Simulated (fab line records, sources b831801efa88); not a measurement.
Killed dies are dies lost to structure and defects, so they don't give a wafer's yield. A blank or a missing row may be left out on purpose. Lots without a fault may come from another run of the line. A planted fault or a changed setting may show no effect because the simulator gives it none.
Chamber matching | flow sky130 | SKY_POLY_GATE_ETCH_15 on rie_diel-03: 4 sister chambers
The step etches BARC in N2/H2, stops on SiO2, time 118.5 s, target depth 110 nm. 4 wafers are shown with their chamber, then 8 later ones without.

WAFERS WITH THEIR CHAMBER
wafer  | chamber | throttle_valve_pct (%)
L330.5 | 0       | 13.215
L330.6 | 3       | 13.197
L334.3 | 1       | 13.212
L335.1 | 2       | 13.202

WAFERS WITHOUT THEIR CHAMBER
wafer  | throttle_valve_pct (%)
L335.2 | 13.222
L335.5 | 13.228
L337.1 | 13.217
L337.2 | 13.216
L337.4 | 13.211
L342.1 | 13.218
L342.4 | 13.202
L342.5 | 13.224

WHICH CHAMBER EACH WENT THROUGH
wafer  | from the rows above          | in truth
L335.2 | can't be placed: 0 or 1      | 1
L335.5 | can't be placed: 0 or 1      | 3
L337.1 | can't be placed: 0 or 1      | 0
L337.2 | can't be placed: 0 or 1      | 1
L337.4 | can't be placed: 1 or 0 or 2 | 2
L342.1 | can't be placed: 0 or 1      | 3
L342.4 | can't be placed: 2 or 3 or 1 | 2
L342.5 | can't be placed: 0 or 1      | 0
Placed correctly: 0 of 8. Can't be placed from these rows: 8 (the true chamber is among the candidates in 6). Placed wrongly: 0.
How it was worked out, from the rows above alone: a wafer's distance from a chamber is the root of the sum, over the readings, of the square of ((its reading less the chamber's mean) divided by the reading's scatter). The wafer belongs to the nearest chamber; if the next one is less than 2 further off, it can't be placed. A chamber's mean is the mean of its shown wafers. The scatter: with one shown wafer a chamber, the root of the mean of the squares of how far each hidden wafer lies from its nearest shown one.
